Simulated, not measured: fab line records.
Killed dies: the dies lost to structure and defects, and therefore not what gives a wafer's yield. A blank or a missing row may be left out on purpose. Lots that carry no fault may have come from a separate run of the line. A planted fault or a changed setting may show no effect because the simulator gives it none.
One fault through the eyes of 2 desks + flow sfq_line + each desk holds nothing but its own numbers, with what lay behind them at the end

## FROM THE METROLOGY DESK
Means of the sampled wafers that have a number, per lot and without regard to the tool the lot ran on: this is what the gauges read. The brackets show how far a lot's mean lies from the usual mean; more than 4 standard deviations puts the lot out of limits, marked OUT.
Columns: A = I0_OVL at SFQ_I0_OVL_MEAS_908, usual -6 nm; B = I1_BOW at SFQ_I1_BOW_MEAS_912, usual 2 um
| lot  | first seen here | A   | B   |
|------|-----------------|-----|-----|
| L125 | day 9 07:42     | -7  | 4   |
| L126 | day 9 14:54     | -6  | -6  |
| L130 | day 11 03:00    | -7  | 15  |
| L131 | day 11 07:49    | -12 | 4   |
| L132 | day 11 10:31    | -14 | -2  |
| L133 | day 11 16:13    | -5  | 8   |
| L135 | day 12 01:48    | 0   | -11 |
| L137 | day 12 15:01    | 0   | 4   |
| L138 | day 12 19:48    | -3  | -5  |
| L144 | day 14 06:07    | -10 | -1  |
| L145 | day 14 13:07    | 4   | 2   |
| L146 | day 14 20:19    | -12 | -11 |
| L147 | day 14 22:43    | -6  | -4  |
| L148 | day 15 07:07    | -6  | 3   |
This desk's finding: nothing out of limits on any of the 14 lots.

## DESK OF THE TOOL OWNER: rie_metal-02
The tool's own readings at SFQ_TRILAYER_M3_STRIP_STRIP_079 (strips in O2): means of the sampled wafers that have a number, for each lot that ran on this tool. The brackets show how far a lot's mean lies from the usual mean; more than 4 standard deviations puts the lot out of limits, marked OUT.
Columns: A = drypump_motor_current_A at SFQ_TRILAYER_M3_STRIP_STRIP_079, usual 5.8 A; B = oes_product_au at SFQ_TRILAYER_M3_STRIP_STRIP_079, usual 1.002 a.u.; C = platen_temp_c at SFQ_TRILAYER_M3_STRIP_STRIP_079, usual 40.03 C
| lot  | first seen here | A   | B     | C     |
|------|-----------------|-----|-------|-------|
| L125 | day 35 09:37    | 6.0 | 1.003 | 40.06 |
| L130 | day 38 08:20    | 6.2 | 0.988 | 40.14 |
| L133 | day 39 10:43    | 6.1 | 0.995 | 39.97 |
| L135 | day 40 07:03    | 6.2 | 0.988 | 39.82 |
| L137 | day 40 22:39    | 6.0 | 0.985 | 39.67 |
| L147 | day 44 05:32    | 6.0 | 1.017 | 39.99 |
This desk's finding: nothing out of limits on any of the 6 lots.

## ALL TOGETHER
The metrology desk saw nothing out of limits.
The desk of the tool owner found nothing out of limits.

## WHAT HAD BEEN PUT IN BY THE SIMULATOR
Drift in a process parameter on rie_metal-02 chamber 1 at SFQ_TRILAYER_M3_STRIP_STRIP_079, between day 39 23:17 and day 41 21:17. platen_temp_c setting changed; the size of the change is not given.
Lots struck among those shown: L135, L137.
